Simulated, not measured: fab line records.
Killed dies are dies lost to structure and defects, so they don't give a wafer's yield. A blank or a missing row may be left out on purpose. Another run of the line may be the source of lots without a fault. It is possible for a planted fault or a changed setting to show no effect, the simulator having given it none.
Which tool was responsible?	flow gf180mcu	14 lots with 42 wafers sampled at 5 steps, on a route of 602 steps

== WHAT EACH GAUGE READ, for each wafer ==
GF_STI_CD_MEAS_12: the cd target is 220 nm. Usual: 219.9 nm for cd nm, sd 1.7.
lot	measured	on	cd nm (nm)	flag
L286	day 2 01:04	cd sem-02	224.4 223.5 222.3	
L288	day 2 12:28	cd sem-02	221.2 219.6 220.1	
L289	day 2 16:23	cd sem-02	219.5 219.2 219.7	
L290	day 2 22:02	cd sem-02	217.0 217.0 217.6	
L291	day 3 06:44	cd sem-02	218.6 218.6 219.2	
L292	day 3 07:55	cd sem-02	222.8 224.1 222.8	
L294	day 3 20:07	cd sem-01	217.7 218.2 218.8	
L295	day 3 23:31	cd sem-02	225.8 226.3 225.7	OFF
L296	day 4 05:16	cd sem-02	224.6 226.0 224.9	OFF
L298	day 4 15:10	cd sem-02	218.6 219.0 219.1	
L300	day 5 02:05	cd sem-02	216.9 216.9 216.3	
L304	day 5 22:04	cd sem-02	219.0 220.2 219.9	
L308	day 6 18:13	cd sem-02	217.6 218.8 219.2	
L309	day 7 00:22	cd sem-02	217.3 217.6 218.1	

GF_NSD_OVL_MEAS_08. Usual: NSD_OVL gives -0.1 nm (standard deviation 1.4).
lot	measured	on	NSD_OVL (nm)	flag
L286	day 13 03:41	overlay-01	-1.2 -1.5 -3.2	
L288	day 13 16:06	overlay-02	-1.2 0.1 1.7	
L289	day 13 22:13	overlay-01	0.7 -1.4 -1.6	
L290	day 14 08:27	overlay-01	0.2 0.6 -1.2	
L291	day 14 12:46	overlay-02	-0.3 0.3 0.7	
L292	day 14 19:39	overlay-02	1.2 1.8 0.6	
L294	day 15 18:59	overlay-01	-0.8 0.2 -2.7	
L295	day 16 07:55	overlay-02	-0.9 0.6 0.4	
L296	day 16 08:32	overlay-02	0.4 -2.4 -2.9	
L298	day 16 21:29	overlay-01	2.4 3.4 3.0	
L300	day 17 17:57	overlay-02	-1.0 0.9 -1.3	
L304	day 19 14:00	overlay-01	-1.3 -0.3 -1.5	
L308	day 20 10:26	overlay-02	1.5 2.0 -0.9	
L309	day 21 01:26	overlay-02	-1.4 -0.7 1.2	

GF_NSD_TW_MEAS_12. Usual: NSD_TW gives 4234 (standard deviation 31).
lot	measured	on	NSD_TW	flag
L286	day 13 04:08	film metro-04	4252 4223 4250	
L288	day 13 16:32	film metro-04	4227 4219 4257	
L289	day 13 22:40	film metro-04	4231 4241 4227	
L290	day 14 08:53	film metro-04	4195 4216 4205	
L291	day 14 13:11	film metro-03	4252 4235 4255	
L292	day 14 20:06	film metro-03	4222 4229 4226	
L294	day 15 19:26	film metro-01	4274 4293 4267	
L295	day 16 08:22	film metro-01	4289 4277 4271	
L296	day 16 08:58	film metro-01	4263 4246 4265	
L298	day 16 21:55	film metro-04	4220 4213 4223	
L300	day 17 18:23	film metro-04	4204 4200 4181	
L304	day 19 14:26	film metro-03	4195 4211 4197	
L308	day 20 10:53	film metro-03	4253 4222 4247	
L309	day 21 01:53	film metro-03	4254 4245 4234	

== EACH LOT AND THE TOOL THAT RAN IT (in order: tool; ch and the chambers of the sampled wafers; start) ==
lot	GF_STI_SOFTBAKE_08	GF_STI_CMP_25
L286	litho track-03 ch 0, day 1 18:56	cmp-01 ch 0,3, day 2 03:13
L288	litho track-02 ch 0, day 2 06:07	cmp-01 ch 1,2,3, day 2 14:35
L289	litho track-04 ch 0, day 2 10:22	cmp-01 ch 1,2,3, day 2 18:56
L290	litho track-02 ch 0, day 2 15:32	cmp-01 ch 0,1, day 3 00:04
L291	litho track-02 ch 0, day 3 00:31	cmp-02 ch 0,1,3, day 3 09:50
L292	litho track-04 ch 0, day 3 01:56	cmp-02 ch 1,2, day 3 10:31
L294	litho track-03 ch 0, day 3 13:20	cmp-02 ch 0,1, day 3 22:07
L295	litho track-04 ch 0, day 3 17:07	cmp-02 ch 0,1, day 4 02:58
L296	litho track-04 ch 0, day 3 22:28	cmp-01 ch 0,2, day 4 07:22
L298	litho track-03 ch 0, day 4 08:07	cmp-01 ch 1,2,3, day 4 17:38
L300	litho track-03 ch 0, day 4 19:15	cmp-02 ch 0,2,3, day 5 04:07
L304	litho track-03 ch 0, day 5 14:58	cmp-01 ch 0,2,3, day 6 00:08
L308	litho track-03 ch 0, day 6 11:19	cmp-02 ch 0,1, day 6 20:35
L309	litho track-04 ch 0, day 6 16:46	cmp-02 ch 0,2,3, day 7 02:24
- GF_STI_SOFTBAKE_08: time 60 s.
- GF_STI_CMP_25: polishes, stops on Si3N4, t overpolish 33 s, target thk 524.6 nm.

== AS READ BY THE TOOLS THEMSELVES (means over the sampled wafers that have a number; for cases with no such wafer, the mark the record gives instead) ==
GF_STI_SOFTBAKE_08. Usual: heater power total W 93.05 W, standard deviation 0.065; plate temp C 129.99 C, standard deviation 0.15.
lot	tool	heater power total W (W)	plate temp C (C)	flag
L286	litho track-03	93.02	130.02	
L288	litho track-02	92.98	129.98	
L289	litho track-04	93.11	129.84	
L290	litho track-02	92.98	129.92	
L291	litho track-02	93.04	130.01	
L292	litho track-04	93.12	129.92	
L294	litho track-03	93.04	129.97	
L295	litho track-04	91.65	128.45	OFF
L296	litho track-04	91.69	128.62	OFF
L298	litho track-03	93.08	130.16	
L300	litho track-03	93.05	130.09	
L304	litho track-03	93.07	130.11	
L308	litho track-03	93.06	129.96	
L309	litho track-04	93.02	130.00	

GF_STI_CMP_25. Usual: motor current A 12.2 A, standard deviation 1.3; overpolish run s 33.000 s, standard deviation 0.0088; time to endpoint s 123 s, standard deviation 4.6.
lot	tool	motor current A (A)	overpolish run s (s)	time to endpoint s (s)	flag
L286	cmp-01	13.1	32.996	126	
L288	cmp-01	11.9	32.996	125	
L289	cmp-01	11.6	33.006	127	
L290	cmp-01	12.0	32.993	130	
L291	cmp-02	12.1	33.003	122	
L292	cmp-02	12.8	32.999	121	
L294	cmp-02	12.1	32.996	124	
L295	cmp-02	12.0	33.004	118	
L296	cmp-01	11.6	32.999	120	
L298	cmp-01	11.7	33.009	125	
L300	cmp-02	13.0	33.000	119	
L304	cmp-01	12.4	33.009	121	
L308	cmp-02	12.6	33.002	116	
L309	cmp-02	13.2	32.999	123	

== THE ANSWER, worked out from the rows above alone ==
Rule: a lot is off if the mean of its wafers that have a number lies more than 3 standard deviations from the usual mean. Also off: a lot with no number at a reading for which 4 or more lots have one. The other lots that the step has rows for count as sound. The gauges are gone through in route order, then the tools' own readings, and for those a lot's mean is taken as printed above. At the first step where some lot is off, the reading lying furthest off is the one used; lots without a number count as furthest.
Off at GF_STI_CD_MEAS_12 (cd nm): L295, L296.
If a tool, at a process step before that reading, ran all the lots that are off and no sound lot after the first of them, it fits. Not tried: the gauges at GF_STI_CD_MEAS_12; whatever is off there is also off at GF_STI_SOFTBAKE_08, on other tools, and gauge error can't account for it. Not one of the candidates tried fits.

== WHAT THE SIMULATOR HAD PUT IN ==
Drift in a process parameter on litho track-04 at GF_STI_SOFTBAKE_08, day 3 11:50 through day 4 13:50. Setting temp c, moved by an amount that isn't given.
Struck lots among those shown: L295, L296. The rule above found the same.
